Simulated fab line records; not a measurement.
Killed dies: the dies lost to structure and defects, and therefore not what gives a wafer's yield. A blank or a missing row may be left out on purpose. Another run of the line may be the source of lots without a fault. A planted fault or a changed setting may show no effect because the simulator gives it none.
Split-lot trial + flow gf180mcu + 27 wafers read across 5 lots, on a route 602 steps long

THE SPLIT
At GF_V4_SPUTTER_21 (material Ti, target thk 15 nm, time 80.02 s), the setting time-s was moved away from the recipe's 80.02 s on 12 of the 27 wafers read, by +24.2% to +59.0%. The other wafers ran this setting at the recipe's value.

FROM THE SPLIT TO THE READING: what the file shows between them, 3 steps
- GF_V4_SPUTTER_22: material TiN, target thk 10 nm, time 40 s
- GF_V4_CVD_23: deposits W, target thk 350 nm, time 104.9 s
- GF_M5_ETCH_09: etches Si3N4 in CF4/O2, target depth 52 nm, time 11.6 s

THE READING
M5.feature-depth-nm (the simulator's own value, which no gauge read), in nm, at GF_M5_METAL_ETCH_10 (etches the open film in Cl2/BCl3, stops on SiO2, target depth 627.5 nm, time 104.6 s). The file gives no usual value for it. Across the 15 wafers here that went through the recipe, the average is 602.1 nm and the standard deviation 5.2 nm.

| wafer  | tool, chamber at the split | time-s as run, s | against the recipe | M5.feature-depth-nm, nm | against lot-mates on the recipe |
|--------|----------------------------|------------------|--------------------|-------------------------|---------------------------------|
| L075.1 | pvd-sputter-01, -          | 80.02            | recipe             | 600.3                   | -                               |
| L075.2 | pvd-sputter-01, -          | 127.2            | +59.0%             | 606.6                   | +10.5                           |
| L075.3 | pvd-sputter-01, -          | 127.2            | +59.0%             | 603.1                   | +7.0                            |
| L075.4 | pvd-sputter-01, -          | 80.02            | recipe             | 593.6                   | -                               |
| L075.5 | pvd-sputter-01, -          | 127.2            | +59.0%             | 606.7                   | +10.6                           |
| L075.6 | pvd-sputter-01, -          | 80.02            | recipe             | 594.5                   | -                               |
| L076.1 | pvd-sputter-01, -          | 80.02            | recipe             | 610                     | -                               |
| L076.2 | pvd-sputter-01, -          | 80.02            | recipe             | 610.1                   | -                               |
| L076.3 | pvd-sputter-01, -          | 118              | +47.5%             | 614                     | +3.8                            |
| L076.4 | pvd-sputter-01, -          | 118              | +47.5%             | 613.5                   | +3.3                            |
| L076.5 | pvd-sputter-01, -          | 118              | +47.5%             | 613.7                   | +3.5                            |
| L076.6 | pvd-sputter-01, -          | 80.02            | recipe             | 610.5                   | -                               |
| L079.1 | pvd-sputter-03, -          | 125.6            | +57.0%             | 609.9                   | +11.1                           |
| L079.2 | pvd-sputter-03, -          | 125.6            | +57.0%             | 605.1                   | +6.3                            |
| L079.3 | pvd-sputter-03, -          | 125.6            | +57.0%             | 607.6                   | +8.8                            |
| L079.4 | pvd-sputter-03, -          | 80.02            | recipe             | 600.2                   | -                               |
| L079.5 | pvd-sputter-03, -          | 80.02            | recipe             | 599.7                   | -                               |
| L079.6 | pvd-sputter-03, -          | 80.02            | recipe             | 596.6                   | -                               |
| L080.2 | pvd-sputter-02, -          | 80.02            | recipe             | 598.5                   | -                               |
| L080.4 | pvd-sputter-02, -          | 80.02            | recipe             | 603.2                   | -                               |
| L080.5 | pvd-sputter-02, -          | 80.02            | recipe             | 601.9                   | -                               |
| L082.1 | pvd-sputter-02, -          | 80.02            | recipe             | 604.6                   | -                               |
| L082.2 | pvd-sputter-02, -          | 99.41            | +24.2%             | 608.1                   | +3.9                            |
| L082.3 | pvd-sputter-02, -          | 99.41            | +24.2%             | 609.6                   | +5.4                            |
| L082.4 | pvd-sputter-02, -          | 80.02            | recipe             | 603.1                   | -                               |
| L082.5 | pvd-sputter-02, -          | 80.02            | recipe             | 605                     | -                               |
| L082.6 | pvd-sputter-02, -          | 99.41            | +24.2%             | 610.2                   | +6.0                            |

FIT RESULTS
A straight line over all 27 wafers: M5.feature-depth-nm changes by +0.116 nm for each +1% of time-s; r = +0.52; the points scatter about the line by 5 nm.
The same after taking each lot's own level away (the mean of its wafers on the recipe; 27 wafers): +0.138 nm for each +1%; r = +0.86; scatter 2.1 nm.
That fit puts the effect of the largest move of time-s on the reading at 8.2 nm.
Measured against the standard deviation above, the lots' own levels, which go from 596.13 to 610.20 nm, span 2.7 times it.
So the lot-to-lot level blurs the effect unless lot-mates are compared.
Check: +7.92 nm against its lot-mates is what the line predicts for one of the wafers moved furthest among these (+59.0%) when that wafer is left out of the fit. Against them it came out at +10.5 nm.

THESE WAFERS: OTHER SPLITS
Before the reading, these wafers also passed through other splits. Each is held against what the fit with the lots' levels taken away leaves over:
| other split on the same wafers  | wafers away from the commonest value | r with M5.feature-depth-nm (lot level and that fit taken away) |
|---------------------------------|--------------------------------------|----------------------------------------------------------------|
| GF_POLY_GATE_ETCH_13 time-s     | 6                                    | -0.13                                                          |
| GF_V1_CVD_02 time-s             | 12                                   | +0.32                                                          |
| GF_V2_DEVELOP_13 develop-time-s | 12                                   | -0.40                                                          |
| GF_M3_SPUTTER_03 time-s         | 9                                    | -0.22                                                          |
| GF_M4_SPUTTER_00 time-s         | 9                                    | -0.21                                                          |

THE WHOLE CHAIN: every reading that the file lists as answering this split, in the file's order
| step                | what it does                                                                         | reading                                                                     | change (the file's fit)              | r (the file's) |
|---------------------|--------------------------------------------------------------------------------------|-----------------------------------------------------------------------------|--------------------------------------|----------------|
| GF_V4_SPUTTER_21    | material Ti, target thk 15 nm, time 80.02 s                                          | Ti_of_V4_SPUTTER_21.thk-nm (the simulator's own value, which no gauge read) | +0.15 nm for each +1% of the setting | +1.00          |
| GF_M5_METAL_ETCH_10 | etches the open film in Cl2/BCl3, stops on SiO2, target depth 627.5 nm, time 104.6 s | M5.feature-depth-nm (the simulator's own value, which no gauge read)        | +0.14 nm for each +1% of the setting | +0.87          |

THE FILE'S OWN FIT
M5.feature-depth-nm changes by +0.14 nm for each +1% of time-s, r = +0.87.
